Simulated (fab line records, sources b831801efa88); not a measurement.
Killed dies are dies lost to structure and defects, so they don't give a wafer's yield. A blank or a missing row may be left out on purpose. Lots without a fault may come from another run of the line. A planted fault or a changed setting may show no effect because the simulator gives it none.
A struck lot beside a sound one | flow sky130 | 33 steps out of a route of 708
Sound: wafers L292.1, L292.2, L292.6. Struck: wafers L302.2, L302.3, L302.5. The cause comes at the end.
At each step with rows: each side's tool, then ch and its chambers, then its first start. Under that, the readings that differ: sound wafers | struck wafers | difference of the means | sigmas: that difference in standard deviations of wafers without a fault.
alike: readings whose means differ by less than 2 such deviations, and words and numbers that are the same on both sides. not compared: withheld readings, readings that some wafer has no value for, bounds like >300 that may hide the same value, and numbers for which the record gives no deviation and whose values overlap.
The two part at a step that has a row with sigmas, a row that says differs or no value, or rows on one side only. Numbers that don't overlap but have no deviation are shown without sigmas and don't part them. A reading that every wafer of one side lacks parts them only if that side has two wafers or more.

first, 7 steps without rows for these wafers: SKY_SONOS_TUNNEL_DEVELOP_06 (develop time 60 s); SKY_SONOS_TUNNEL_IMPLANT_09; SKY_SONOS_TUNNEL_WET_ETCH_10 (etches SiO2 in dHF, target depth 14 nm, time 280 s); SKY_SONOS_TUNNEL_STRIP_11 (strips in SPM, time 600 s); SKY_SONOS_TUNNEL_CLEAN_13 (cleans in dHF, time 20 s); SKY_SONOS_ONO_OXIDATION_00 (stabilise 600 s, purge 300 s, target thk 2.6 nm); SKY_SONOS_ONO_CVD_02 (deposits Si3N4 from DCS/NH3, target thk 10.5 nm, time 180 s).
SKY_SONOS_ONO_CVD_04: deposits SiO2 from SiH4/N2O, target thk 5.7199 nm.
  sound on lpcvd-03 ch 1, day 11 11:50; struck on lpcvd-03 ch 1, day 14 19:55
  reading                                    | sound             | struck            | difference | sigmas
  spike_tc_bottom_C (C)                      | 914.6 915.1 916.5 | 906.9 907.3 907.0 | -8.3       | -6
  spike_tc_centre_C (C)                      | 900.3 900.3 901.7 | 894.4 893.2 893.8 | -7.0       | -4
  spike_tc_lower_C (C)                       | 901.3 899.9 899.3 | 893.0 892.6 891.6 | -7.8       | -6
  spike_tc_top_C (C)                         | 907 905 903       | 897 898 897       | -8         | -3
  spike_tc_upper_C (C)                       | 902.3 900.4 900.1 | 892.2 893.3 891.4 | -8.6       | -7
  model.SiO2_of_SONOS_ONO_CVD_04.thk_nm (nm) | 5.68 5.749 5.726  | 5.195 5.209 5.278 | -0.491     |
  alike: susceptor_temp_C
SKY_SONOS_ONO_THK_MEAS_05:
  sound on film_metro-03, day 11 13:05; struck on film_metro-02, day 14 21:25
  reading                   | sound          | struck         | difference | sigmas
  SONOS_ONO_CVD_04_THK (nm) | 5.66 5.75 5.71 | 5.15 5.26 5.30 | -0.47      | -4
  not compared: hold
then, 22 steps without rows for these wafers: SKY_SONOS_ONO_HMDS_07 (prime time 60 s); SKY_SONOS_ONO_COAT_08 (resist thk 1140 nm); SKY_SONOS_ONO_SOFTBAKE_09 (time 60 s); SKY_SONOS_ONO_EXPOSE_10 (exposes mask ONOM, target cd 410 nm); SKY_SONOS_ONO_PEB_11; SKY_SONOS_ONO_DEVELOP_12 (develop time 60 s); SKY_SONOS_ONO_ETCH_15 (etches the open film in CHF3/O2, target depth 19.52 nm, time 7.8 s); SKY_SONOS_ONO_WET_ETCH_16 (etches SiO2 in dHF, target depth 14 nm, time 280 s); SKY_SONOS_ONO_STRIP_17 (strips in O2/N2); SKY_SONOS_ONO_WET_ETCH_18 (etches Si3N4 in H3PO4, target depth 15 nm, time 172 s); SKY_GATE_OXIDE_CLEAN_00 (cleans in SC1/SC2, time 150 s); SKY_GATE_OXIDE_OXIDATION_01 (stabilise 600 s, purge 300 s, target thk 10.268 nm); SKY_GATE_OXIDE_DEHYDRATE_03 (time 60 s); SKY_GATE_OXIDE_HMDS_04 (prime time 60 s); SKY_GATE_OXIDE_COAT_05 (resist thk 1140 nm); SKY_GATE_OXIDE_SOFTBAKE_06 (time 60 s); SKY_GATE_OXIDE_EXPOSE_07 (exposes mask LVOM, target cd 600 nm); SKY_GATE_OXIDE_PEB_08; SKY_GATE_OXIDE_DEVELOP_09 (develop time 60 s); SKY_GATE_OXIDE_IMPLANT_11; SKY_GATE_OXIDE_WET_ETCH_12 (etches SiO2 in dHF, target depth 16.8 nm, time 336 s); SKY_GATE_OXIDE_STRIP_13 (strips in O2/N2).
-- the record jumps here: 2 days lie between the struck wafers' starts before and after --
SKY_GATE_OXIDE_CLEAN_15: cleans in SC1/SC2, time 150 s.
  sound on wet_bench-01 ch 1, day 13 16:17; struck on wet_bench-04 ch 3, day 17 06:50
  reading                                    | sound           | struck            | difference | sigmas
  model.SiO2_of_SONOS_ONO_CVD_04.thk_nm (nm) | 4.18 4.246 4.23 | 3.671 3.684 3.755 | -0.515     |
  alike: bath_heat_duty_pct
-- the record jumps here: 31 days lie between the struck wafers' starts before and after (it left off in module GATE_OXIDE and takes up again in module PAD_OPEN, whose first step shown is number 708 of the route) --
SKY_PAD_OPEN_PROBE_99:
  sound on prober-02, day 45 13:09; struck on prober-02, day 48 08:49
  reading                                 | sound                | struck               | difference | sigmas
  model.etest.sonos_erased.drive_ua_um    | 196 197.5 201.4      | 220.3 214.4 234.2    | +24.7      |
  model.etest.sonos_uncharged.r_on_ohm_um | 815.3 810.4 814.9    | 791.1 804.6 801.5    | -14.5      |
  model.etest.cap_ono.gate_log10_a_cm2    | -7.785 -7.835 -7.858 | -7.211 -7.279 -7.483 | +0.502     |
  model.etest.cap_ono.gate_bv_v (V)       | 16.09 16.22 16.4     | 16 16.05 15.98       | +0         |
  model.etest.cap_ono.tox_acc_nm (nm)     | 12.74 12.81 12.81    | 12.37 12.44 12.54    | -0.34      |
  model.etest.sonos_programmed.vt_v (V)   | 1.531 1.522 1.524    | 1.742 1.727 1.681    | +0.191     |
  model.etest.sonos_baked.vt_v (V)        | 1.037 0.9504 0.9895  | 1.168 1.175 1.151    | +0.172     |
  model.etest.sonos_erased.vt_v (V)       | -2.332 -2.326 -2.337 | -2.411 -2.397 -2.394 | -0.069     |
  alike: killed_at_M0_to_M3, killed_at_M4_up, killed_at_contacts, killed_at_front_end, killed_at_other, killed_dies, killed_open, killed_short

WHERE THEY PART
First at SKY_SONOS_ONO_CVD_04; last, within this record, at SKY_SONOS_ONO_THK_MEAS_05. Later steps at which nothing parts them and some readings are alike: SKY_GATE_OXIDE_CLEAN_15, SKY_PAD_OPEN_PROBE_99.

WHY: what the simulator had put in
Process parameter drift: lpcvd-03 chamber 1, from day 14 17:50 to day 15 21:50, at SKY_SONOS_ONO_CVD_04. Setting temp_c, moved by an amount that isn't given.
